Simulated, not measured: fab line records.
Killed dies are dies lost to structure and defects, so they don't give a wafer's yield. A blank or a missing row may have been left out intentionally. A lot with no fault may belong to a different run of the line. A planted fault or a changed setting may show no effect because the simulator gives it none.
Problem report in the 8D (eight disciplines) form, filled by code    flow sky130    the parts of the form that need people (team, actions taken, sign-off) are left out

1. THE ISSUE
Wafers without a fault read 0.865 a.u., standard deviation 0.0061; oes product au at SKY_METAL4_METAL_ETCH_18 reads a mean of 0.800 a.u. on 5 wafers belonging to 2 lots. Relative to the usual mean, that is a shift of -11 standard deviations.
The step: etches the open film in Cl2/BCl3, stops on SiO2, target depth 845 nm, time 183.1 s.
First observed at day 45 11:32: wafer L837.3, on rie metal-04. Wafers with a number at this step in the record: 32, from 11 lots. Rule for "out", or "out of limits": more than 4 standard deviations from the usual mean. The other wafers with a number count as sound.

2. WHAT THIS IS AND IS NOT
question                     is                      is not
which readings at this step  oes product au          drypump motor current A, throttle valve pct
which lots                   L837, L839              L824, L826, L827, L828, L829, L831, L841, L844, L846
which wafers of those lots   all that have a number  -
read on which tools          rie metal-04            rie metal-02, rie metal-03
when                         from day 45 11:32       up to then (18 sound wafers); but 9 sound wafers of L841, L844, L846 came after

3. WHAT RULES OUT EACH SUSPECT
Counting: a tool at any process step up to the reading remains a suspect when it ran all the lots that are out and ran no sound lot after the first of those.
- pvd sputter-03 at SKY_METAL4_SPUTTER_02 (material AlCu, target thk 735 nm, time 39.1 s): kept. It ran every lot that is out, first L837 (day 43 14:25), and no sound lot after that; its last sound lot up to then is L829 (day 41 04:28).
- rie metal-04 at SKY_METAL4_METAL_ETCH_18 (etches the open film in Cl2/BCl3, stops on SiO2, target depth 845 nm, time 183.1 s): kept. It ran every lot that is out, first L837 (day 45 11:32), and no sound lot after that; its last sound lot up to then is L831 (day 43 22:22). Its own readings are out on those wafers: oes product au.
Remaining after the count are pvd sputter-03 at SKY_METAL4_SPUTTER_02 and rie metal-04 at SKY_METAL4_METAL_ETCH_18.

4. THE CAUSE (what the simulator had put in)
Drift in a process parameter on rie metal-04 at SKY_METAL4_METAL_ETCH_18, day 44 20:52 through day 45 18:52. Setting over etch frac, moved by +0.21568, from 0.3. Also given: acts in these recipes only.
Of the 2 suspects that counting leaves, this tool is one.

5. THE EFFECT CHAIN, in route order
Each row: a reading whose mean over the struck wafers that have a number lies more than 3 standard deviations from the usual. Only readings whose record carries a usual standard deviation are examined. hours: median over the lots of the time between each lot's start at the first step of this table that gives one and its start at this step. sigmas: the change, counted in usual standard deviations.
hours  step                      reading                   usual       on struck wafers  change  sigmas
0      SKY_METAL4_METAL_ETCH_18  oes product au            0.865 a.u.  0.800             -0.065  -11
0      SKY_METAL4_STRIP_19       oes product au            0.505 a.u.  0.468             -0.037  -6.8
0      SKY_METAL4_STRIP_19       strip time to endpoint s  6.59 s      5.67              -0.92   -16
Here are the process steps it includes:
- SKY_METAL4_METAL_ETCH_18: etches the open film in Cl2/BCl3, stops on SiO2, target depth 845 nm, time 183.1 s.
- SKY_METAL4_STRIP_19: strips in O2/N2.
At these later measuring or inspecting steps, every struck wafer for which the step has a row has a number for every such reading, and none has moved that far: SKY_VIA4_OVL_MEAS_11.

6. WHAT WOULD HAVE CAUGHT IT SOONER
15 hours passed between the start of the fault at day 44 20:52 and the first reading out of limits in this record, taken at day 45 11:32.
